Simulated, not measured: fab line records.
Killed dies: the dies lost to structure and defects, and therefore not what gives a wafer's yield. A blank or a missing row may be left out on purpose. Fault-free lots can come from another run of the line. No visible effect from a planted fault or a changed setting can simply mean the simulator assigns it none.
fab line records -- flow sky130
record: lots: 6, wafers: 18, lastDay: 50
route steps=708 shown CAPM@548 METAL3@555 PAD_OPEN@708
lots that met no fault: taken from a fault-free run of the same line
startH: start of the lot's first displayed wafer, in hours after the record's first day -- waitH: how many hours have passed since the lot's step before this one -- " unchanged from the row above -- L1.1+2: one row covering several wafers at once -- - either no value or no given start -- * or withheld: withheld -- < > ~ a bound
route shown NAME@n: a module of which the file shows steps, and the number in the route of the first -- usual: mean/standard deviation taken from wafers without a fault -- same: alike in all rows -- chamber/n: place in a boat -- sites: the reading at each site -- _std_site: their standard deviation -- _edge_site: outer sites' mean less inner sites' -- radiusMm: for every site, how far away it sits from the centre of the wafer -- mask NAME#n: copy n -- behind: tool/chamber where the wafer was last shaped -- hold: the reason the lot was held/the length of the hold in hours/how it ended -- device: which transistor (n, p or np) failed to switch -- end of line: tests run on the same wafers once the route is complete -- a step given without rows: its recipe and nothing more -- killed: at the first sort, the dies lost to defects and structure; wafer yield is something else -- map: shows each die of a wafer: x if killed, . if not, _ if none is there
set.NAME: setting as actually run; set.NAME@STEP: the setting as run at that earlier step -- model.NAME: the simulator's own value behind a step, which no gauge read
lots seen at some steps along the route; tables by step, rows by wafer
services: when a tool's chamber went out of use (startH, in hours from the record's first day, below 0 if earlier), for how many hours, and the reason
== steps ==
step: SKY_CAPM_DEVELOP_11
recipe: resist: NOVOLAK, developer: TMAH, developTimeS: 60, devTempC: 23
step: SKY_CAPM_OVL_MEAS_12
usual: CAPM_OVL: 0.5/1.3
lot.wafer,tool,chamber,startH,waitH,CAPM_OVL[nm]
L731.1,overlay-02,-,892.67,0.1,0.8
L731.4,overlay-02,-,892.67,0.1,0.0
L731.5,overlay-02,-,892.67,0.1,1.6
L735.1,overlay-02,-,922.73,0.1,-1.2
L735.2,overlay-02,-,922.73,0.1,-1.3
L735.4,overlay-02,-,922.73,0.1,-2.0
L736.2,overlay-01,-,923.04,0.1,-0.6
L736.4,overlay-01,-,923.04,0.1,-0.7
L736.6,overlay-01,-,923.04,0.1,0.8
L745.3,overlay-01,-,994.53,0.1,1.9
L745.4,overlay-01,-,994.53,0.1,1.1
L745.6,overlay-01,-,994.53,0.1,1.2
L744.1,overlay-02,-,995.42,0.1,1.5
L744.3,overlay-02,-,995.42,0.1,0.2
L744.5,overlay-02,-,995.42,0.1,0.2
L748.2,overlay-01,-,1021.88,0.1,-2.1
L748.5,overlay-01,-,1021.88,0.1,-2.3
L748.6,overlay-01,-,1021.88,0.1,-1.2
step: SKY_CAPM_METAL_ETCH_13
recipe: targetDepthNm: 220, stopOn: SiO2, chemistry: Cl2/BCl3, target: TiN, pressureMtorr: 10, icpW: 900, biasW: 48.5, Cl2_flow_sccm: 60, bcl3FlowSccm: 30, timeS: 62.9
usual: drypumpMotorCurrentA: 5.6/0.39, oesProductAu: 0.943/0.008, throttleValvePct: 21.901/0.01
lot.wafer,tool,chamber,startH,waitH,drypumpMotorCurrentA,oesProductAu,rfHoursCounterH,throttleValvePct
L731.1,rieMetal-02,0,892.70,0.0,5.3,0.941,3,21.904
L731.4,rieMetal-02,1,892.70,0.0,6.2,0.933,-,21.906
L731.5,rieMetal-02,1,892.70,0.0,6.3,0.941,-,21.899
L735.1,rieMetal-03,1,922.77,0.0,5.8,0.945,0,21.901
L735.2,rieMetal-03,0,922.77,0.0,5.7,0.933,15,21.915
L735.4,rieMetal-03,0,922.77,0.0,5.7,0.941,-,21.904
L736.2,rieMetal-01,0,923.09,0.0,5.1,0.955,-,21.884
L736.4,rieMetal-01,0,923.09,0.0,5.1,0.946,-,21.891
L736.6,rieMetal-01,0,923.09,0.0,5.1,0.938,-,21.890
L745.3,rieMetal-03,1,994.58,0.0,5.8,0.937,-,21.897
L745.4,rieMetal-03,0,994.58,0.0,5.6,0.933,-,21.906
L745.6,rieMetal-03,1,994.58,0.0,5.8,0.934,-,21.902
L744.1,rieMetal-02,0,995.45,0.0,5.2,0.940,8,21.906
L744.3,rieMetal-02,0,995.45,0.0,5.2,0.957,-,21.877
L744.5,rieMetal-02,0,995.45,0.0,5.3,0.942,-,21.899
L748.2,rieMetal-03,1,1021.91,0.0,5.8,0.927,6,21.919
L748.5,rieMetal-03,0,1021.91,0.0,5.7,0.946,-,21.892
L748.6,rieMetal-03,1,1021.91,0.0,5.8,0.934,-,21.896
step: SKY_CAPM_STRIP_14
recipe: chemistry: O2/N2, powerW: 1400, pressureMtorr: 1500, platenTempC: withheld, o2FlowSccm: 3000, n2FlowSccm: 300, overashFraction: 0.5
usual: drypumpMotorCurrentA: 6.1/0.53, oesProductAu: 0.709/0.0042, stripTimeToEndpointS: 12.66/0.05
lot.wafer,tool,chamber,startH,waitH,drypumpMotorCurrentA,oesProductAu,rfHoursCounterH,stripTimeToEndpointS
L731.1,plasmaAsher-04,0,892.78,0.1,6.5,0.712,106,12.66
L731.4,plasmaAsher-04,1,892.78,0.1,5.8,0.714,-,12.56
L731.5,plasmaAsher-04,1,892.78,0.1,5.8,0.703,-,12.56
L735.1,plasmaAsher-01,1,922.84,0.1,6.4,0.704,82,12.71
L735.2,plasmaAsher-01,0,922.84,0.1,5.4,0.713,82,12.72
L735.4,plasmaAsher-01,0,922.84,0.1,5.4,0.711,-,12.68
L736.2,plasmaAsher-04,0,923.22,0.1,6.6,0.704,109,12.68
L736.4,plasmaAsher-04,1,923.22,0.1,5.8,0.720,-,12.66
L736.6,plasmaAsher-04,1,923.22,0.1,5.8,0.704,-,12.64
L745.3,plasmaAsher-01,0,994.67,0.1,5.4,0.711,-,12.66
L745.4,plasmaAsher-01,1,994.67,0.1,6.4,0.715,-,12.74
L745.6,plasmaAsher-01,0,994.67,0.1,5.4,0.705,-,12.65
L744.1,plasmaAsher-01,1,995.61,0.1,6.4,0.707,89,12.71
L744.3,plasmaAsher-01,0,995.61,0.1,5.4,0.704,-,12.71
L744.5,plasmaAsher-01,0,995.61,0.1,5.4,0.710,-,12.74
L748.2,plasmaAsher-02,0,1021.98,0.1,6.8,0.708,60,12.68
L748.5,plasmaAsher-02,1,1021.98,0.1,5.5,0.711,-,12.73
L748.6,plasmaAsher-02,0,1021.98,0.1,6.8,0.700,-,12.67
step: SKY_CAPM_STRIP_15
recipe: chemistry: postEtchResidueRemover, timeS: 1200, tempC: 72.5
step: SKY_CAPM_CLEAN_16
recipe: chemistry: IPA, timeS: 180, tempC: 25
step: SKY_CAPM_CLEAN_17
recipe: chemistry: O3/DIW, dry: n2Spin
step: SKY_METAL3_DEHYDRATE_05
recipe: tempC: 200, timeS: 60
step: SKY_METAL3_HMDS_06
recipe: primeTimeS: 60, primeTempC: 120
step: SKY_METAL3_COAT_07
recipe: resist: BARC, tempC: withheld, timeS: withheld, spinRpm: 3000, resistThkNm: 60
step: SKY_METAL3_COAT_08
recipe: resist: KrF-thick, spinRpm: 3000, resistThkNm: 1140
step: SKY_METAL3_SOFTBAKE_09
recipe: tempC: 100, timeS: 90, resist: KrF-thick
step: SKY_METAL3_EXPOSE_10
recipe: maskId: MM3, na: 0.68, sourceShape: annular, sigmaInner: 0.4, sigmaOuter: 0.8, targetCdNm: 300, doseMj: 28.32
same: na: 0.68
lot.wafer,tool,chamber,startH,waitH,mask
L731.1+4+5,krfScanner-02,0,905.54,-,MM3#0
L735.1+2+4,krfScanner-02,0,936.14,-,MM3#0
L736.2+4+6,krfScanner-02,0,936.84,-,MM3#0
L745.3+4+6,krfScanner-02,0,1006.27,-,MM3#0
L744.1+3+5,krfScanner-02,0,1006.98,-,MM3#0
L748.2+5+6,krfScanner-02,0,1033.78,-,MM3#0
step: SKY_METAL3_PEB_11
recipe: pebTempC: withheld, pebTimeS: withheld, resist: KrF-thick
step: SKY_METAL3_DEVELOP_12
recipe: developTimeS: 60, resist: KrF-thick, devTempC: 21
step: SKY_METAL3_CD_MEAS_13
recipe: targetCdNm: 300
usual: cdNm: 299.0/1.4
lot.wafer,tool,chamber,startH,waitH,cdNm
L731.1,cdSem-01,-,918.67,-,298.6
L731.4,cdSem-01,-,918.67,-,298.9
L731.5,cdSem-01,-,918.67,-,298.6
L735.1,cdSem-02,-,948.41,-,281.9
L735.2,cdSem-02,-,948.41,-,297.0
L735.4,cdSem-02,-,948.41,-,282.5
L736.2,cdSem-02,-,948.78,-,300.7
L736.4,cdSem-02,-,948.78,-,286.0
L736.6,cdSem-02,-,948.78,-,300.3
L745.3,cdSem-02,-,1018.50,-,299.7
L745.4,cdSem-02,-,1018.50,-,300.0
L745.6,cdSem-02,-,1018.50,-,299.7
L744.1,cdSem-01,-,1018.90,-,298.7
L744.3,cdSem-01,-,1018.90,-,300.0
L744.5,cdSem-01,-,1018.90,-,296.8
L748.2,cdSem-02,-,1045.44,-,299.3
L748.5,cdSem-02,-,1045.44,-,301.6
L748.6,cdSem-02,-,1045.44,-,300.1
step: SKY_METAL3_OVL_MEAS_14
usual: METAL3_OVL: 1/5.1
lot.wafer,tool,chamber,startH,waitH,METAL3_OVL[nm]
L731.1,overlay-02,-,918.79,0.1,6
L731.4,overlay-02,-,918.79,0.1,3
L731.5,overlay-02,-,918.79,0.1,10
L735.1,overlay-02,-,948.53,0.1,1
L735.2,overlay-02,-,948.53,0.1,5
L735.4,overlay-02,-,948.53,0.1,9
L736.2,overlay-02,-,948.89,0.1,1
L736.4,overlay-02,-,948.89,0.1,-2
L736.6,overlay-02,-,948.89,0.1,6
L745.3,overlay-01,-,1018.60,0.1,12
L745.4,overlay-01,-,1018.60,0.1,8
L745.6,overlay-01,-,1018.60,0.1,14
L744.1,overlay-02,-,1019.02,0.1,6
L744.3,overlay-02,-,1019.02,0.1,2
L744.5,overlay-02,-,1019.02,0.1,11
L748.2,overlay-01,-,1045.54,0.1,-7
L748.5,overlay-01,-,1045.54,0.1,1
L748.6,overlay-01,-,1045.54,0.1,2
step: SKY_METAL3_DESCUM_15
recipe: chemistry: O2, sourcePowerW: 150, biasPowerW: 0, pressureMtorr: 10, tempC: 40, timeS: 8
usual: drypumpMotorCurrentA: 5.70/0.27, oesProductAu: 0.992/0.01
lot.wafer,tool,chamber,startH,waitH,drypumpMotorCurrentA,oesProductAu,rfHoursCounterH,model.METAL3.cdNm
L731.1,rieMetal-03,1,918.82,0.0,5.79,1.005,0,297.6
L731.4,rieMetal-03,1,918.82,0.0,5.79,0.992,-,298.5
L731.5,rieMetal-03,1,918.82,0.0,5.79,1.007,-,298
L735.1,rieMetal-03,0,948.57,0.0,5.64,0.986,16,281.4
L735.2,rieMetal-03,1,948.57,0.0,5.78,1.004,2,296.4
L735.4,rieMetal-03,0,948.57,0.0,5.65,0.991,-,282.2
L736.2,rieMetal-04,1,948.93,0.0,6.02,0.989,-,300.4
L736.4,rieMetal-04,1,948.93,0.0,6.02,0.981,-,285.7
L736.6,rieMetal-04,1,948.93,0.0,6.01,0.979,-,300.2
L745.3,rieMetal-01,1,1018.63,0.0,5.62,0.995,-,299.3
L745.4,rieMetal-01,0,1018.63,0.0,5.06,0.989,-,298.8
L745.6,rieMetal-01,1,1018.63,0.0,5.63,0.986,-,299.5
L744.1,rieMetal-03,1,1019.06,0.0,5.79,1.004,5,298.3
L744.3,rieMetal-03,1,1019.06,0.0,5.81,1.004,-,299.2
L744.5,rieMetal-03,0,1019.06,0.0,5.65,0.995,-,296.4
L748.2,rieMetal-03,0,1045.57,0.0,5.67,0.990,21,299.1
L748.5,rieMetal-03,0,1045.57,0.0,5.66,0.992,-,301.2
L748.6,rieMetal-03,1,1045.57,0.0,5.79,1.011,-,299.2
step: SKY_METAL3_ETCH_16
recipe: chemistry: N2/H2, target: BARC, ionEnergyEv: 200, biasW: 100, pressureMtorr: 30, n2FlowSccm: 100, h2FlowSccm: 200, icpW: 500, stopOn: SiO2, timeS: 88.2, targetDepthA: 600
usual: drypumpMotorCurrentA: 5.71/0.27, oesProductAu: 0.626/0.0046, throttleValvePct: 13.205/0.0085
lot.wafer,tool,chamber,startH,waitH,drypumpMotorCurrentA,oesProductAu,rfHoursCounterH,throttleValvePct
L731.1,rieMetal-03,1,918.86,0.0,5.81,0.624,0,13.204
L731.4,rieMetal-03,1,918.86,0.0,5.80,0.627,-,13.224
L731.5,rieMetal-03,1,918.86,0.0,5.80,0.627,-,13.202
L735.1,rieMetal-03,0,948.60,0.0,5.65,0.629,16,13.214
L735.2,rieMetal-03,1,948.60,0.0,5.81,0.622,2,13.202
L735.4,rieMetal-03,0,948.60,0.0,5.68,0.622,-,13.201
L736.2,rieMetal-04,1,949.02,0.1,6.06,0.629,-,13.190
L736.4,rieMetal-04,1,949.02,0.1,6.07,0.629,-,13.202
L736.6,rieMetal-04,1,949.02,0.1,6.08,0.622,-,13.194
L745.3,rieMetal-01,1,1018.68,0.0,5.65,0.622,-,13.208
L745.4,rieMetal-01,0,1018.68,0.0,5.08,0.626,-,13.213
L745.6,rieMetal-01,1,1018.68,0.0,5.62,0.628,-,13.210
L744.1,rieMetal-03,1,1019.09,0.0,5.80,0.624,5,13.222
L744.3,rieMetal-03,1,1019.09,0.0,5.79,0.626,-,13.203
L744.5,rieMetal-03,0,1019.09,0.0,5.67,0.617,-,13.200
L748.2,rieMetal-03,0,1045.61,0.0,5.67,0.625,21,13.204
L748.5,rieMetal-03,0,1045.61,0.0,5.68,0.627,-,13.204
L748.6,rieMetal-03,1,1045.61,0.0,5.81,0.629,-,13.214
step: SKY_METAL3_ETCH_17
recipe: target: SiO2, stopOn: TiN, chemistry: C4F8/O2/Ar, sourceW: 1500, biasW: 1200, pressureMtorr: 40, c4f8FlowSccm: withheld, O2_flow_sccm: 6, Ar_flow_sccm: 300, timeS: 3.9, targetDepthA: 150
usual: oesProductAu: 0.754/0.0081
lot.wafer,tool,chamber,startH,waitH,oesProductAu,rfHoursCounterH
L731.1,rieDiel-03,3,918.95,0.1,0.746,9
L731.4,rieDiel-03,2,918.95,0.1,0.764,8
L731.5,rieDiel-03,0,918.95,0.1,0.757,-
L735.1,rieDiel-01,1,948.70,0.1,0.748,9
L735.2,rieDiel-01,0,948.70,0.1,0.744,8
L735.4,rieDiel-01,2,948.70,0.1,0.749,11
L736.2,rieDiel-02,1,949.18,0.1,0.758,22
L736.4,rieDiel-02,2,949.18,0.1,0.756,19
L736.6,rieDiel-02,1,949.18,0.1,0.754,-
L745.3,rieDiel-03,0,1018.75,0.0,0.746,17
L745.4,rieDiel-03,1,1018.75,0.0,0.750,16
L745.6,rieDiel-03,2,1018.75,0.0,0.752,-
L744.1,rieDiel-02,3,1019.19,0.1,0.740,21
L744.3,rieDiel-02,2,1019.19,0.1,0.748,21
L744.5,rieDiel-02,0,1019.19,0.1,0.742,-
L748.2,rieDiel-03,3,1045.70,0.1,0.738,13
L748.5,rieDiel-03,2,1045.70,0.1,0.759,-
L748.6,rieDiel-03,3,1045.70,0.1,0.756,-
step: SKY_METAL3_METAL_ETCH_18
recipe: targetDepthA: 8450, stopOn: SiO2, overEtchFrac: 0.3, timeS: 183.1, chemistry: Cl2/BCl3, resistSidewallDeg: 88, pressureMtorr: 10, icpW: 900, biasW: 48.5, Cl2_flow_sccm: 60, bcl3FlowSccm: 30
usual: drypumpMotorCurrentA: 5.6/0.32, oesProductAu: 0.861/0.0074, throttleValvePct: 22.265/0.0091
lot.wafer,tool,chamber,startH,waitH,drypumpMotorCurrentA,oesProductAu,rfHoursCounterH,throttleValvePct,model.METAL3.cdNm
L731.1,rieMetal-01,0,918.97,0.0,5.1,0.864,10,22.258,303.8
L731.4,rieMetal-01,0,918.97,0.0,5.1,0.857,-,22.274,303.8
L731.5,rieMetal-01,0,918.97,0.0,5.1,0.858,-,22.257,302.1
L735.1,rieMetal-01,0,948.72,0.0,5.1,0.855,13,22.275,289.5
L735.2,rieMetal-01,1,948.72,0.0,5.6,0.867,1,22.284,292.3
L735.4,rieMetal-01,1,948.72,0.0,5.7,0.861,-,22.271,275.3
L736.2,rieMetal-03,0,949.20,0.0,5.7,0.862,16,22.264,299.8
L736.4,rieMetal-03,0,949.20,0.0,5.6,0.858,-,22.260,283.9
L736.6,rieMetal-03,1,949.20,0.0,5.8,0.853,-,22.263,298
L745.3,rieMetal-04,1,1018.83,0.1,6.0,0.864,-,22.262,301.3
L745.4,rieMetal-04,0,1018.83,0.1,5.6,0.874,-,22.263,304.3
L745.6,rieMetal-04,1,1018.83,0.1,6.0,0.869,-,22.262,304.4
L744.1,rieMetal-01,1,1019.21,0.0,5.6,0.860,4,22.258,289.9
L744.3,rieMetal-01,1,1019.21,0.0,5.6,0.856,-,22.271,288
L744.5,rieMetal-01,1,1019.21,0.0,5.6,0.862,-,22.249,289.6
L748.2,rieMetal-01,1,1045.72,0.0,5.6,0.862,6,22.268,281.9
L748.5,rieMetal-01,1,1045.72,0.0,5.6,0.861,-,22.250,282.5
L748.6,rieMetal-01,0,1045.72,0.0,5.1,0.860,-,22.257,298.5
step: SKY_METAL3_STRIP_19
recipe: chemistry: O2/N2, powerW: 1400, pressureMtorr: 1500, platenTempC: withheld, o2FlowSccm: 3000, n2FlowSccm: 300, overashFraction: 0.5
usual: drypumpMotorCurrentA: 6.0/0.52, oesProductAu: 0.505/0.0063, stripTimeToEndpointS: 6.61/0.082
lot.wafer,tool,chamber,startH,waitH,drypumpMotorCurrentA,oesProductAu,rfHoursCounterH,stripTimeToEndpointS
L731.1,plasmaAsher-04,0,919.33,0.3,6.6,0.506,109,6.56
L731.4,plasmaAsher-04,0,919.33,0.3,6.6,0.505,-,6.59
L731.5,plasmaAsher-04,1,919.33,0.3,5.8,0.503,-,6.58
L735.1,plasmaAsher-02,1,948.90,0.1,5.5,0.498,52,6.67
L735.2,plasmaAsher-02,0,948.90,0.1,6.8,0.498,52,6.60
L735.4,plasmaAsher-02,0,948.90,0.1,6.7,0.508,-,6.58
L736.2,plasmaAsher-02,1,949.38,0.1,5.5,0.508,52,6.65
L736.4,plasmaAsher-02,0,949.38,0.1,6.8,0.509,-,6.61
L736.6,plasmaAsher-02,0,949.38,0.1,6.8,0.504,-,6.47
L745.3,plasmaAsher-04,1,1018.98,0.1,5.8,0.516,-,6.63
L745.4,plasmaAsher-04,0,1018.98,0.1,6.6,0.511,-,6.72
L745.6,plasmaAsher-04,1,1018.98,0.1,5.7,0.508,-,6.60
L744.1,plasmaAsher-04,0,1019.38,0.1,6.6,0.504,119,6.66
L744.3,plasmaAsher-04,0,1019.38,0.1,6.5,0.516,-,6.66
L744.5,plasmaAsher-04,0,1019.38,0.1,6.6,0.515,-,6.67
L748.2,plasmaAsher-03,1,1045.90,0.1,5.6,0.507,28,6.72
L748.5,plasmaAsher-03,0,1045.90,0.1,5.8,0.503,-,6.69
L748.6,plasmaAsher-03,1,1045.90,0.1,5.6,0.497,-,6.55
step: SKY_PAD_OPEN_PROBE_99
lot.wafer,tool,chamber,startH,waitH,model.etest.met3.widthNm,model.etest.met3.lineOhmUm
L731.1,prober-02,-,1090.75,0.1,306.5,0.14
L731.4,prober-02,-,1090.90,0.2,305.4,0.1411
L731.5,prober-02,-,1090.95,0.2,299.7,0.142
L735.1,prober-01,-,1114.85,0.1,288,0.153
L735.2,prober-01,-,1114.90,0.1,292.9,0.1441
L735.4,prober-01,-,1115.00,0.2,277,0.1562
L736.2,prober-02,-,1116.75,0.1,300,0.1467
L736.4,prober-02,-,1116.85,0.2,284.2,0.1533
L736.6,prober-02,-,1116.95,0.2,295.8,0.1476
L744.1,prober-01,-,1170.54,0.1,289.6,0.1467
L744.3,prober-01,-,1170.64,0.2,289.1,0.1514
L744.5,prober-01,-,1170.74,0.2,287.6,0.1495
L745.3,prober-02,-,1172.14,0.2,301,0.1423
L745.4,prober-02,-,1172.19,0.2,303,0.1377
L745.6,prober-02,-,1172.29,0.2,307.1,0.1392
L748.2,prober-02,-,1188.99,0.1,279.6,0.1547
L748.5,prober-02,-,1189.14,0.2,284.5,0.1542
L748.6,prober-02,-,1189.19,0.2,298.4,0.1425
killed by level:class
L731.1 CONTACT:geometricParticle:open=10 LI_CONTACT:geometricParticle:open=7 FIELD_ISO:geometricParticle:open=6 VIA1:geometricParticle:open=6 FIELD_ISO:geometricParticle:short=5 VIA1:geometricParticle:short=5 METAL2:geometricParticle:short=5 VIA3:geometricParticle:open=5
L731.4 METAL1:geometricParticle:short=10 LI_CONTACT:geometricParticle:open=9 FIELD_ISO:geometricParticle:short=7 CONTACT:geometricParticle:open=7 METAL2:geometricParticle:short=5 VIA3:geometricParticle:open=5 VIA2:geometricParticle:open=5 FIELD_ISO:geometricParticle:open=4
L731.5 LI_CONTACT:geometricParticle:open=12 VIA1:geometricParticle:open=10 VIA2:geometricParticle:open=9 METAL2:geometricParticle:short=7 POLY_GATE:geometricParticle:short=6 CONTACT:geometricParticle:open=6 POLY_GATE:geometricParticle:open=5 VIA2:geometricParticle:short=5
L744.1 VIA1:geometricParticle:open=11 CONTACT:geometricParticle:open=8 LI_CONTACT:geometricParticle:open=6 VIA2:geometricParticle:open=6 LOCAL_INTERCONNECT:geometricParticle:short=5 VIA1:geometricParticle:short=5 POLY_GATE:geometricParticle:short=4 METAL1:geometricParticle:short=4
L744.3 LI_CONTACT:geometricParticle:open=9 VIA1:geometricParticle:open=9 LOCAL_INTERCONNECT:geometricParticle:short=8 CONTACT:geometricParticle:open=8 VIA3:geometricParticle:open=6 VIA1:geometricParticle:short=5 METAL3:geometricParticle:short=5 POLY_GATE:geometricParticle:open=4
L744.5 CONTACT:geometricParticle:open=10 VIA1:geometricParticle:open=10 LOCAL_INTERCONNECT:geometricParticle:short=9 LI_CONTACT:geometricParticle:open=7 METAL2:geometricParticle:short=7 METAL1:geometricParticle:short=6 CONTACT:geometricParticle:short=5 VIA1:geometricParticle:short=4
L745.3 VIA2:geometricParticle:open=12 CONTACT:geometricParticle:open=10 POLY_GATE:geometricParticle:short=9 LI_CONTACT:geometricParticle:open=8 VIA1:geometricParticle:open=7 METAL4:geometricParticle:short=6 METAL2:geometricParticle:short=6 VIA2:geometricParticle:short=4
L745.4 VIA1:geometricParticle:open=17 VIA3:geometricParticle:open=7 CONTACT:geometricParticle:open=6 METAL1:geometricParticle:short=6 VIA1:geometricParticle:short=6 METAL2:geometricParticle:short=6 LI_CONTACT:geometricParticle:open=5 CONTACT:geometricParticle:short=5
L745.6 CONTACT:geometricParticle:open=14 LI_CONTACT:geometricParticle:open=9 POLY_GATE:geometricParticle:short=8 VIA1:geometricParticle:open=8 LOCAL_INTERCONNECT:geometricParticle:short=7 VIA1:geometricParticle:short=7 POLY_GATE:geometricParticle:open=5 VIA3:geometricParticle:open=5
L748.2 VIA1:geometricParticle:open=8 CONTACT:geometricParticle:open=8 VIA2:geometricParticle:open=7 FIELD_ISO:geometricParticle:open=6 LI_CONTACT:geometricParticle:open=5 METAL2:geometricParticle:short=5 VIA3:geometricParticle:open=5 VIA3:geometricParticle:short=5
L748.5 CONTACT:geometricParticle:open=9 VIA1:geometricParticle:open=9 VIA3:geometricParticle:open=8 LI_CONTACT:geometricParticle:open=6 FIELD_ISO:geometricParticle:open=5 POLY_GATE:geometricParticle:short=5 METAL4:geometricParticle:short=5 METAL2:geometricParticle:short=4
L748.6 VIA1:geometricParticle:open=13 LI_CONTACT:geometricParticle:open=10 VIA3:geometricParticle:open=8 VIA3:geometricParticle:short=7 METAL2:geometricParticle:short=5 VIA2:geometricParticle:open=5 METAL1:geometricParticle:short=4 VIA1:geometricParticle:short=4
== services ==
tool,chamber,startH,hours,kind
rieDiel-02,-,871.26,2.8,pm
rieMetal-04,-,888.36,0.8,repair
rieDiel-01,-,888.69,14.6,pm
rieDiel-02,1,892.19,8.5,repair
krfScanner-02,-,897.65,1.3,pm
rieMetal-03,1,900.15,13.4,repair
krfScanner-02,-,902.09,0.8,pm
rieMetal-03,0,909.25,1.6,repair
rieDiel-01,3,910.61,9.8,repair
rieDiel-01,1,918.44,27.8,repair
rieDiel-03,0,947.33,12.4,repair
rieDiel-01,2,949.64,21.7,repair
plasmaAsher-02,-,949.92,2.8,pm
plasmaAsher-01,-,951.16,2.2,repair
krfScanner-02,-,954.39,2.4,repair
rieDiel-01,1,957.21,3.2,repair
plasmaAsher-04,-,958.17,13.8,repair
rieMetal-02,-,988.15,0.1,repair
krfScanner-02,-,998.69,3.1,repair
plasmaAsher-01,-,1016.83,14.6,pm
rieMetal-02,-,1020.31,0.2,repair
rieDiel-03,2,1024.72,9.9,repair
krfScanner-02,-,1037.06,1.0,pm
rieDiel-02,0,1040.71,1.9,repair
== key ==
firstSign: step: SKY_METAL3_CD_MEAS_13, reading: cdNm, direction: down, sigmas: 11, usual: 299.0, struck: 283.5
effect none on later readings
modelEffect: step: SKY_METAL3_DESCUM_15, value: METAL3.cdNm, without: 298.6, struck: 283.1
modelEffect: step: SKY_METAL3_METAL_ETCH_18, value: METAL3.cdNm, without: 298.4, struck: 282.9
modelEffect: step: SKY_PAD_OPEN_PROBE_99, value: etest.met3.widthNm, without: 298.5, struck: 283.1
metAt SKY_METAL3_EXPOSE_10
struckWafers L735.1,L735.4,L736.4
sortLeftOut L735.1,L735.4,L736.4
onsetBetween 905.54 936.14
fault: kind: processParameterDrift, tool: krfScanner-02, chamber: -, onsetH: 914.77, steps: SKY_METAL3_EXPOSE_10, channel: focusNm, offset: 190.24, shape: step, endH: 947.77, scope: struckWafersOnly
sortLeftOut: the simulated sort isn't trusted on such a fault, so these wafers' sort isn't shown, and their yield isn't known
